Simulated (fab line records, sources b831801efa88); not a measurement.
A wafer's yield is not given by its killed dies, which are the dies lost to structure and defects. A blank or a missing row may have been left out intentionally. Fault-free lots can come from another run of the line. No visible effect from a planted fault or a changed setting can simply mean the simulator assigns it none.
A sampling plan put to the test -- flow sky130 -- one line in one fab, 57 faults in these records, each fault weighed on the records of the lots it struck
What counts as the plan is the set of the line's own looks, namely the steps on the route at which a gauge or an inspection reads a wafer and does not change it. A look can be judged if struck wafers have a number there and the file gives its usual mean and standard deviation on fault-free wafers. Caught: the struck wafers' mean, at a look after the fault's first step, is 4 or more of those standard deviations (sigma) away from the usual mean. On the tool: the same test on the tool's own readings at the fault's steps. It also counts as caught if the struck wafers ran another recipe or if their record alone is blank.

== THE FAULTS, as the simulator had put them in ==
1. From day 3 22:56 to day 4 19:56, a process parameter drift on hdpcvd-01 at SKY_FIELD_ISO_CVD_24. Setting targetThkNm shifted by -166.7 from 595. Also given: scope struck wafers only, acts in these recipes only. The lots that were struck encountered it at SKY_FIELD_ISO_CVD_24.
2. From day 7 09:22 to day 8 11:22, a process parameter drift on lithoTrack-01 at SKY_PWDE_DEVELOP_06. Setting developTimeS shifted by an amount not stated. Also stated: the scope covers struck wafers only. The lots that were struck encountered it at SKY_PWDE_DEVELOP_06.
3. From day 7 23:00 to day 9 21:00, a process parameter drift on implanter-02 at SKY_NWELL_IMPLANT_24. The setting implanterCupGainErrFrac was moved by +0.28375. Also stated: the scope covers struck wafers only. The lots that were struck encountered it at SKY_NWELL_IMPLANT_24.
4. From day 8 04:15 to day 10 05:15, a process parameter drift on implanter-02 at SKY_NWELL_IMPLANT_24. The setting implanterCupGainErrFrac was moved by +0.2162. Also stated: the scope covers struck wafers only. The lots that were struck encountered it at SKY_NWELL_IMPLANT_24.
5. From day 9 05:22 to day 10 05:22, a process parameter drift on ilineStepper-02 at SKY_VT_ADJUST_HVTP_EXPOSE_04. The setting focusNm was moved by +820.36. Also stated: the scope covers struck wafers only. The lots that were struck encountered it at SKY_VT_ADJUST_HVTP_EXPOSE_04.
6. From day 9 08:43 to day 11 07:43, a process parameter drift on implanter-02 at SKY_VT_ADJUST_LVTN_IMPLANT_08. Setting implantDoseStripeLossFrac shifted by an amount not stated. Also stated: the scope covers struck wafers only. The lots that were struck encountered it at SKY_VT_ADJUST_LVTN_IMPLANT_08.
7. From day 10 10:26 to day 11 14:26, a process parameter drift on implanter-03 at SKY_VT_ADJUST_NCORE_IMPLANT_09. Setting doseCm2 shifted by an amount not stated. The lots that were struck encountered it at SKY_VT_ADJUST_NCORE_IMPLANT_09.
8. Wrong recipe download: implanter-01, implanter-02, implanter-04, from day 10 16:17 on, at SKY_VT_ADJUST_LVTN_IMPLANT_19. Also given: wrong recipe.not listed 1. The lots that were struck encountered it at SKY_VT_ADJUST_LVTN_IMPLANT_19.
9. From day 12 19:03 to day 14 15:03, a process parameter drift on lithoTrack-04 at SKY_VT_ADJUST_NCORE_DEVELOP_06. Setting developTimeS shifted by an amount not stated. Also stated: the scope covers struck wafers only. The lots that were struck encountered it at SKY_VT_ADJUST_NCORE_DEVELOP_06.
10. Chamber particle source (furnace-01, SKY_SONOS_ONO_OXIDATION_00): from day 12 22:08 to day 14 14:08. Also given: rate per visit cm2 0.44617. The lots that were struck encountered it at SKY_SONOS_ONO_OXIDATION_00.
11. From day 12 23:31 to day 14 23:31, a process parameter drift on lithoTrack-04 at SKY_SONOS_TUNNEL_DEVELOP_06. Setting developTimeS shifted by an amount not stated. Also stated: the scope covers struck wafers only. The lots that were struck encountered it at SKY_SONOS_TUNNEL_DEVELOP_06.
12. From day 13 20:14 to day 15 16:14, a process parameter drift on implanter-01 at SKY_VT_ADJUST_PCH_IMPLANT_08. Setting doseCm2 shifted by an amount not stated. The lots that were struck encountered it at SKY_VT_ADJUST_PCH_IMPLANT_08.
13. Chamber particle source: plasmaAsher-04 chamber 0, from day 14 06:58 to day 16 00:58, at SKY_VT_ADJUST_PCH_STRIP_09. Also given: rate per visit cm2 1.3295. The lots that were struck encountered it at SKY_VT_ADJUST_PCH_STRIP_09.
14. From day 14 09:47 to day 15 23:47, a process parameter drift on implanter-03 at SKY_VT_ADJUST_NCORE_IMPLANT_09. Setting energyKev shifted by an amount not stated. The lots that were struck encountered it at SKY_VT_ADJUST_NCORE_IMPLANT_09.
15. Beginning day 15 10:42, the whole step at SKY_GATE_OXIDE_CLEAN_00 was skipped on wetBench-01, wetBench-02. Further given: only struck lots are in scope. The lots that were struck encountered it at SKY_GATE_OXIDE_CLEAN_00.
16. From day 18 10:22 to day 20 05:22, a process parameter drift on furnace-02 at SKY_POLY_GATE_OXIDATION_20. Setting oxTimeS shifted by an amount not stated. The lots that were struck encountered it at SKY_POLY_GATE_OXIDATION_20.
17. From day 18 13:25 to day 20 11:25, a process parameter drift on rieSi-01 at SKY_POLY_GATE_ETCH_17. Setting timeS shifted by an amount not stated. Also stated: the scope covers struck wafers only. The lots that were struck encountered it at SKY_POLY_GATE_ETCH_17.
18. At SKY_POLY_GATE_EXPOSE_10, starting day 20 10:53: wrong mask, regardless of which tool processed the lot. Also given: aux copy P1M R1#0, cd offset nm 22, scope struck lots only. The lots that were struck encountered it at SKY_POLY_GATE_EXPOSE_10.
19. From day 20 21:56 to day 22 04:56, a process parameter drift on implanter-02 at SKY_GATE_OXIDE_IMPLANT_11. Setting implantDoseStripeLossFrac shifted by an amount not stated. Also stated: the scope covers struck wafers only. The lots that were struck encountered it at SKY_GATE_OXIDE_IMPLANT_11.
20. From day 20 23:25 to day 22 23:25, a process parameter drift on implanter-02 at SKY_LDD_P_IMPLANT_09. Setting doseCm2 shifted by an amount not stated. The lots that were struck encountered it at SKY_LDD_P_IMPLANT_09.
21. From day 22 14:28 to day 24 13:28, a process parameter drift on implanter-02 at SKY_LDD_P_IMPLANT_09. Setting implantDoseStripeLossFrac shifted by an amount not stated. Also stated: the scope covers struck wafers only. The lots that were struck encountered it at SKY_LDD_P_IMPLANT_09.
22. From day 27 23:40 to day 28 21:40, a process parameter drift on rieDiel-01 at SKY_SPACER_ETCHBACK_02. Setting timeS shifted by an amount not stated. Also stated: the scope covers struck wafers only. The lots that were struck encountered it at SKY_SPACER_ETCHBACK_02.
23. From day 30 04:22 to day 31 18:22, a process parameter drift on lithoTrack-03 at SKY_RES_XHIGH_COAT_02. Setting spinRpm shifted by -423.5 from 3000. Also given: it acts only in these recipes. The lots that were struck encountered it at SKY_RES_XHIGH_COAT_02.
24. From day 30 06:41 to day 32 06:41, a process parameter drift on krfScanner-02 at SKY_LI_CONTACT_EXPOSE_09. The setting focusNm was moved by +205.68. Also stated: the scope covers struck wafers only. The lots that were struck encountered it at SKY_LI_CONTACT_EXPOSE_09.
25. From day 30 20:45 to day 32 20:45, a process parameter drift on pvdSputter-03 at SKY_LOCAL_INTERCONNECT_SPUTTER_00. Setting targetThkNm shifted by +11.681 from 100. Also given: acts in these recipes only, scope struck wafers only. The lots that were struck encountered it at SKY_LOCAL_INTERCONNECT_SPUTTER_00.
26. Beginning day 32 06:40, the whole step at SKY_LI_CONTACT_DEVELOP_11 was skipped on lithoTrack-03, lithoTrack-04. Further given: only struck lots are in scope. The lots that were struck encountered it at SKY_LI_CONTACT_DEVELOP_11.
27. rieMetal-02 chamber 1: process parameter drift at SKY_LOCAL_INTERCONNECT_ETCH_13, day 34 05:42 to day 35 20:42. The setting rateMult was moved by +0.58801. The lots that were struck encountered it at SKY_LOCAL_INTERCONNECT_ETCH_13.
28. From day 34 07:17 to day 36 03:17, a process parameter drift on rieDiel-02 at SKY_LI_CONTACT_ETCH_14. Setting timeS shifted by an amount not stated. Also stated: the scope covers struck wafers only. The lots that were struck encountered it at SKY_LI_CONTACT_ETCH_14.
29. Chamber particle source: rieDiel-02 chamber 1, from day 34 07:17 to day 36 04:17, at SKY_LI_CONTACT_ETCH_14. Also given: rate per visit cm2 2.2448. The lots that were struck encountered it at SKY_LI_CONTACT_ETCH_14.
30. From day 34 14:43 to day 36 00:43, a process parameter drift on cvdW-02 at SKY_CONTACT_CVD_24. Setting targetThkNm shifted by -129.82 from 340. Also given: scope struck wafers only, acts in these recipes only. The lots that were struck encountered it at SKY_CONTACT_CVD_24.
31. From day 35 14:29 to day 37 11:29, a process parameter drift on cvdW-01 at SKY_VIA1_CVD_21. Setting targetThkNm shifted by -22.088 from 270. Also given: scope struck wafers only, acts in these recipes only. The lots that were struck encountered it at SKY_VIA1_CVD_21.
32. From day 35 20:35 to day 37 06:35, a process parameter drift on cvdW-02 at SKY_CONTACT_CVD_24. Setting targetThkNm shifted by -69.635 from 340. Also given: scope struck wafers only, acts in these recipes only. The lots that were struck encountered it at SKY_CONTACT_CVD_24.
33. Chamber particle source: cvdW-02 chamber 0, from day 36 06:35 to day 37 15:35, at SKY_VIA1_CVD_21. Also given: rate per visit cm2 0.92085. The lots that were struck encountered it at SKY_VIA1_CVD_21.
34. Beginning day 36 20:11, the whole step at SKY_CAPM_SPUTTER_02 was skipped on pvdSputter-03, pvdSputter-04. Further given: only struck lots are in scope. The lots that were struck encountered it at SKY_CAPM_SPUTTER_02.
35. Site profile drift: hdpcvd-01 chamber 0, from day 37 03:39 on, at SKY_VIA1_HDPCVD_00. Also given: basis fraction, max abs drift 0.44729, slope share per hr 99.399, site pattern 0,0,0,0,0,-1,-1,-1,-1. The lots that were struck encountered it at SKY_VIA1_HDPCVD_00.
36. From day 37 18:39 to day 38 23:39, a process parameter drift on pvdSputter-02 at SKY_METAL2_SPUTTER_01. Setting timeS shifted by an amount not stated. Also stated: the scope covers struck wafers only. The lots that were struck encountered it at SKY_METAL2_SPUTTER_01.
37. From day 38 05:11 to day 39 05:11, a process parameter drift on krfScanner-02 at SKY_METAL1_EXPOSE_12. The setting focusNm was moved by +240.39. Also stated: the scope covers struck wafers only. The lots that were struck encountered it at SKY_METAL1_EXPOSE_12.
38. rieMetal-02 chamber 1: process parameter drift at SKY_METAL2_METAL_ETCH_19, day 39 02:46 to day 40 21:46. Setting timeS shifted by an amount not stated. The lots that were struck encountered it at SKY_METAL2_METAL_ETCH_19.
39. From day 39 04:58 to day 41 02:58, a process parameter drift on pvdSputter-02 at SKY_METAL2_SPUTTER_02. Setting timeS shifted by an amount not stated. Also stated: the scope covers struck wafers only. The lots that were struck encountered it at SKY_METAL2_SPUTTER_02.
40. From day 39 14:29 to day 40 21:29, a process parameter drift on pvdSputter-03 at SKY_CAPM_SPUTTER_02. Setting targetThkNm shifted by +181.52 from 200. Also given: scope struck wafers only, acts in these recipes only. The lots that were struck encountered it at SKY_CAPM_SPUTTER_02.
41. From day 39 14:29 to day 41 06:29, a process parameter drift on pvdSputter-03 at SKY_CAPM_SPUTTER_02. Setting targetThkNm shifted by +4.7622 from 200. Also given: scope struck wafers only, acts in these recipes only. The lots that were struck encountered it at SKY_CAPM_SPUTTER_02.
42. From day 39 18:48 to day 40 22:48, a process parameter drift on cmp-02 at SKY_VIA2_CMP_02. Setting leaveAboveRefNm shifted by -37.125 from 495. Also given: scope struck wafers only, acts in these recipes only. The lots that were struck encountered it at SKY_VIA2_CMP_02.
43. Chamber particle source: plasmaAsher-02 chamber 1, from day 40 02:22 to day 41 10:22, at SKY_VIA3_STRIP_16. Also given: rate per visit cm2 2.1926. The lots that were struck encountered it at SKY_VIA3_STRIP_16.
44. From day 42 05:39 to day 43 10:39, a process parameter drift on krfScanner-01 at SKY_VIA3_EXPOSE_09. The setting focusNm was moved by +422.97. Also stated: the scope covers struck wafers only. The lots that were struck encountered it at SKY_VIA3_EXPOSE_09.
45. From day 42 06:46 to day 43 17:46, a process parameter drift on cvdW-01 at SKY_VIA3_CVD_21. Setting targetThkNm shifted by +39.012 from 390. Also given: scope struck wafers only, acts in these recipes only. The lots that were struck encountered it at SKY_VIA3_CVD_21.
46. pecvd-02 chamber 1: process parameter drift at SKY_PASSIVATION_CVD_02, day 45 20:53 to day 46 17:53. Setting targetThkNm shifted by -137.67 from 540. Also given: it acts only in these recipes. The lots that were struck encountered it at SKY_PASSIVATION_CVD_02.
47. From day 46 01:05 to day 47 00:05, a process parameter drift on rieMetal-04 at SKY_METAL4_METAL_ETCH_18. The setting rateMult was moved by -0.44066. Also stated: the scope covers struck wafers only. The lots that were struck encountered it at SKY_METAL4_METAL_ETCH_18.
48. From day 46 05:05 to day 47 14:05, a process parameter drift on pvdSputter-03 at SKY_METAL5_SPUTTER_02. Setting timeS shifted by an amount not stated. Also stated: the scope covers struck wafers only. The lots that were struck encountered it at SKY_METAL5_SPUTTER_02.
49. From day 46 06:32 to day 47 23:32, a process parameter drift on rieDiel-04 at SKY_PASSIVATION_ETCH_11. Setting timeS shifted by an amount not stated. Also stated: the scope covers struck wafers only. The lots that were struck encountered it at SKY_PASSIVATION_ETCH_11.
50. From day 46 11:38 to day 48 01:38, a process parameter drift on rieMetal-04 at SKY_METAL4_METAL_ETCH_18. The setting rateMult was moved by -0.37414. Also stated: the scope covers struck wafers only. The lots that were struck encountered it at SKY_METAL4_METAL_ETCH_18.
51. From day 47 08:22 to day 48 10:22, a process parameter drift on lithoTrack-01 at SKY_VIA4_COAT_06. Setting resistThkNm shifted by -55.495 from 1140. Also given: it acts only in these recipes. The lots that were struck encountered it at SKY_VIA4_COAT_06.
52. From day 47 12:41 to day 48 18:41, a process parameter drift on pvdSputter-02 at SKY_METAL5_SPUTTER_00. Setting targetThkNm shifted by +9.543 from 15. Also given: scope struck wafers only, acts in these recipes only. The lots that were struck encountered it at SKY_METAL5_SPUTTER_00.
53. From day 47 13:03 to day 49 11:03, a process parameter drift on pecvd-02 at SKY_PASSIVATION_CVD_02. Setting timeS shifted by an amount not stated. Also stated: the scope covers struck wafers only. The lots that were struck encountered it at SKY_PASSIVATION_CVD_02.
54. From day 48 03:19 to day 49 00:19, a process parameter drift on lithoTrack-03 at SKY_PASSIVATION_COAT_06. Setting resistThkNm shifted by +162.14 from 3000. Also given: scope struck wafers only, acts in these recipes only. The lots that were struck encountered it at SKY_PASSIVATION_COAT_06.
55. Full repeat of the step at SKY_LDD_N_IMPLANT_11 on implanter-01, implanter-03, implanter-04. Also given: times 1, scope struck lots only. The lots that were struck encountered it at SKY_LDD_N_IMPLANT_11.
56. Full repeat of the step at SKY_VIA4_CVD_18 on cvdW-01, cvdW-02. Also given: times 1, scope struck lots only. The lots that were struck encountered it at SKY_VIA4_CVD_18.
57. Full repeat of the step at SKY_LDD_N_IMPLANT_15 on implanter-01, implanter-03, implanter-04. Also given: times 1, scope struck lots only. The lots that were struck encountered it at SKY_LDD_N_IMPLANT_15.

== WHAT THE PLAN SAW ==
fault,on the tool itself,first look that catches it,"reading, sigma",median hours from its first step to that look,hours from the fault's start to the first struck lot there,judged looks passed uncaught
1,no reading that can be judged,SKY_FIELD_ISO_THK_MEAS_25,FIELD_ISO_CVD_24_THK -21,0.1,2,0
2,under 2 sigma,SKY_PWDE_TW_MEAS_10,PWDE_TW -99 or beyond,1.0,17,0
3,faradayCurrentUA +15 sigma,SKY_NWELL_TW_MEAS_26,NWELL_2_TW -9.4,0.2,3,0
4,faradayCurrentUA +11 sigma,SKY_NWELL_TW_MEAS_26,NWELL_2_TW -7.0,0.2,3,0
5,under 2 sigma,SKY_VT_ADJUST_HVTP_CD_MEAS_07,cdNm -6.0,10.4,15,0
6,under 2 sigma,SKY_VT_ADJUST_LVTN_TW_MEAS_10,VT_ADJUST_LVTN_TW -8.7,0.2,7,0
7,doseIonsCm2 -99 or beyond sigma,SKY_VT_ADJUST_NCORE_TW_MEAS_11,VT_ADJUST_NCORE_TW -31,0.2,16,0
8,no reading that can be judged,SKY_VT_ADJUST_LVTN_TW_MEAS_21,VT_ADJUST_LVTN_2_TW +99 or beyond,0.2,3,0
9,no reading that can be judged,none of the 2 looks that can be judged after it,"strongest: cdNm at SKY_VT_ADJUST_NCORE_CD_MEAS_07, -3.1",-,-,2
10,no reading that can be judged,no look after it can be judged,-,-,-,0
11,no reading that can be judged,SKY_SONOS_TUNNEL_CD_MEAS_07,cdNm -7.2,0.1,8,0
12,doseIonsCm2 -99 or beyond sigma,SKY_VT_ADJUST_PCH_TW_MEAS_10,VT_ADJUST_PCH_TW -24,0.2,31,0
13,under 2 sigma,not the one look that can be judged after it,-,-,-,1
14,beamEnergyKeV +99 or beyond sigma,SKY_VT_ADJUST_NCORE_TW_MEAS_11,VT_ADJUST_NCORE_TW +9.4,0.2,3,0
15,no reading that can be judged,none of the 3 looks that can be judged after it,-,-,-,3
16,under 2 sigma,SKY_POLY_GATE_THK_MEAS_21,POLY_GATE_OXIDATION_THK -7.1,1.2,3,0
17,runLengthS +13 sigma,not the one look that can be judged after it,-,-,-,1
18,no reading that can be judged,SKY_POLY_GATE_CD_MEAS_13,cdNm +16,16.0,20,0
19,no reading that can be judged,SKY_GATE_OXIDE_TW_MEAS_14,GATE_OXIDE_TW -5.4,0.3,7,0
20,doseIonsCm2 -99 or beyond sigma,SKY_LDD_P_TW_MEAS_11,LDD_P_TW -9.2,0.2,4,0
21,only faintly: beamEnergyKeV -2.0 sigma,SKY_LDD_P_TW_MEAS_11,LDD_P_TW -8.4,0.2,24,0
22,runLengthS +33 sigma,no look after it can be judged,-,-,-,0
23,spinSpeedRpm -99 or beyond sigma,no look after it can be judged,-,-,-,0
24,no reading that can be judged,SKY_LI_CONTACT_CD_MEAS_12,cdNm -12,13.4,16,0
25,under 2 sigma,SKY_LOCAL_INTERCONNECT_RS_MEAS_01,LOCAL_INTERCONNECT_TIN_RS -9.1,0.1,23,0
26,no reading that can be judged,no look after it can be judged,-,-,-,0
27,under 2 sigma,not the one look that can be judged after it,-,-,-,1
28,runLengthS +66 sigma,not the one look that can be judged after it,-,-,-,1
29,under 2 sigma,not the one look that can be judged after it,-,-,-,1
30,under 2 sigma,SKY_CONTACT_RS_MEAS_25,CONTACT_W_RS +63,0.1,14,0
31,under 2 sigma,SKY_VIA1_RS_MEAS_22,VIA1_W_RS +8.2,0.1,2,0
32,under 2 sigma,SKY_CONTACT_RS_MEAS_25,CONTACT_W_RS +25,0.1,5,0
33,under 2 sigma,no look after it can be judged,-,-,-,0
34,the tool's record is blank for the struck wafers,no look after it can be judged,-,-,-,0
35,no reading that can be judged,SKY_VIA1_THK_MEAS_01,VIA1_HDPCVD_THK -18,0.1,7,0
36,under 2 sigma,no look after it can be judged,-,-,-,0
37,no reading that can be judged,SKY_METAL1_CD_MEAS_15,cdNm -33,12.2,15,0
38,runLengthS -11 sigma,not the one look that can be judged after it,-,-,-,1
39,under 2 sigma,SKY_METAL2_RS_MEAS_05,METAL2_ALCU_RS +5.8,0.1,29,0
40,under 2 sigma,SKY_CAPM_RS_MEAS_03,CAPM_TIN_RS -42,0.1,16,0
41,under 2 sigma,none of the 3 looks that can be judged after it,"strongest: CAPM_TIN_RS at SKY_CAPM_RS_MEAS_03, -2.6",-,-,3
42,under 2 sigma,no look after it can be judged,-,-,-,0
43,under 2 sigma,no look after it can be judged,-,-,-,0
44,no reading that can be judged,SKY_VIA3_CD_MEAS_12,cdNm -44,11.3,14,0
45,under 2 sigma,SKY_VIA3_RS_MEAS_22,VIA3_W_RS -9.8,0.2,35,0
46,under 2 sigma,SKY_PASSIVATION_THK_MEAS_03,PASSIVATION_CVD_02_THK -18,0.2,13,0
47,oesProductAu -22 sigma,no look after it can be judged,-,-,-,0
48,under 2 sigma,none of the 2 looks that can be judged after it,"strongest: METAL5_ALCU_RS at SKY_METAL5_RS_MEAS_05, -3.4",-,-,2
49,runLengthS +56 sigma,not the one look that can be judged after it,-,-,-,1
50,oesProductAu -16 sigma,no look after it can be judged,-,-,-,0
51,no reading that can be judged,no look after it can be judged,-,-,-,0
52,under 2 sigma,no look after it can be judged,-,-,-,0
53,under 2 sigma,not the one look that can be judged after it,-,-,-,1
54,no reading that can be judged,no look after it can be judged,-,-,-,0
55,no reading that can be judged,SKY_LDD_N_TW_MEAS_17,LDD_N_TW +5.7,1.2,-,0
56,under 2 sigma,SKY_VIA4_RS_MEAS_19,VIA4_W_RS -45,0.5,-,0
57,under 2 sigma,no look after it can be judged,-,-,-,0
A dash: the fault isn't caught, or these records don't give the number.

Caught at a look: 30 of 57. Caught on the tool: 15 of 57. By one or the other: 39 of 57.
Faults 17, 22, 23, 28, 34, 38, 47, 49, 50 were caught on the tool alone.
Caught at a look alone: faults 1, 2, 5, 6, 8, 11, 16, 18, 19, 21, 24, 25, 30, 31, 32, 35, 37, 39, 40, 44, 45, 46, 55, 56.
Caught by neither: faults 9, 10, 13, 15, 26, 27, 29, 33, 36, 41, 42, 43, 48, 51, 52, 53, 54, 57.

== THINNER SAMPLING ==
If the look that catches a fault measured only every second or every third lot, by lot number, the first struck lot would be measured this late in the worst case:
fault,"struck lots at that look, in order of time",every lot,every second lot,every third lot
1,"L375, L377",2 h,may miss all 2,may miss all 2
2,"L340, L341",17 h,20 h,may miss all 2
3,"L525, L526, L527",3 h,9 h,15 h
4,"L193, L194",3 h,9 h,may miss all 2
5,"L687, L689",15 h,may miss all 2,may miss all 2
6,"L584, L585, L586",7 h,13 h,18 h
7,"L548, L549",16 h,26 h,may miss all 2
8,"L944, L945, L946, L947",3 h,8 h,16 h
11,"L388, L389",8 h,15 h,may miss all 2
12,"L417, L418",31 h,38 h,may miss all 2
14,"L625, L626",3 h,15 h,may miss all 2
16,"L155, L156",3 h,13 h,may miss all 2
18,L643,20 h,may miss it,may miss it
19,"L913, L914, L915",7 h,16 h,25 h
20,"L988, L989",4 h,15 h,may miss all 2
21,"L505, L506",24 h,34 h,may miss all 2
24,"L726, L729, L731",16 h,35 h,may miss all 3
25,L545,23 h,may miss it,may miss it
30,"L712, L713",14 h,25 h,may miss all 2
31,"L320, L324, L325",2 h,37 h,37 h
32,"L699, L700",5 h,10 h,may miss all 2
35,"L974, L976",7 h,may miss all 2,may miss all 2
37,"L222, L223",15 h,24 h,may miss all 2
39,L728,29 h,may miss it,may miss it
40,L377,16 h,may miss it,may miss it
44,"L956, L958, L959",14 h,37 h,may miss all 3
45,L625,35 h,may miss it,may miss it
46,"L867, L869",13 h,may miss all 2,may miss all 2
Hours: fault start to first struck lot measured. Since the struck wafers were tested as one group against 4 sigma, a single lot by itself may lie under the limit. Other struck lots may not be in these records.

== THE LONGEST TIMED WAY FROM STEP TO LOOK ==
Fault 18: median gap of 16.0 hours between SKY_POLY_GATE_EXPOSE_10 and SKY_POLY_GATE_CD_MEAS_13. No look between them can be judged.
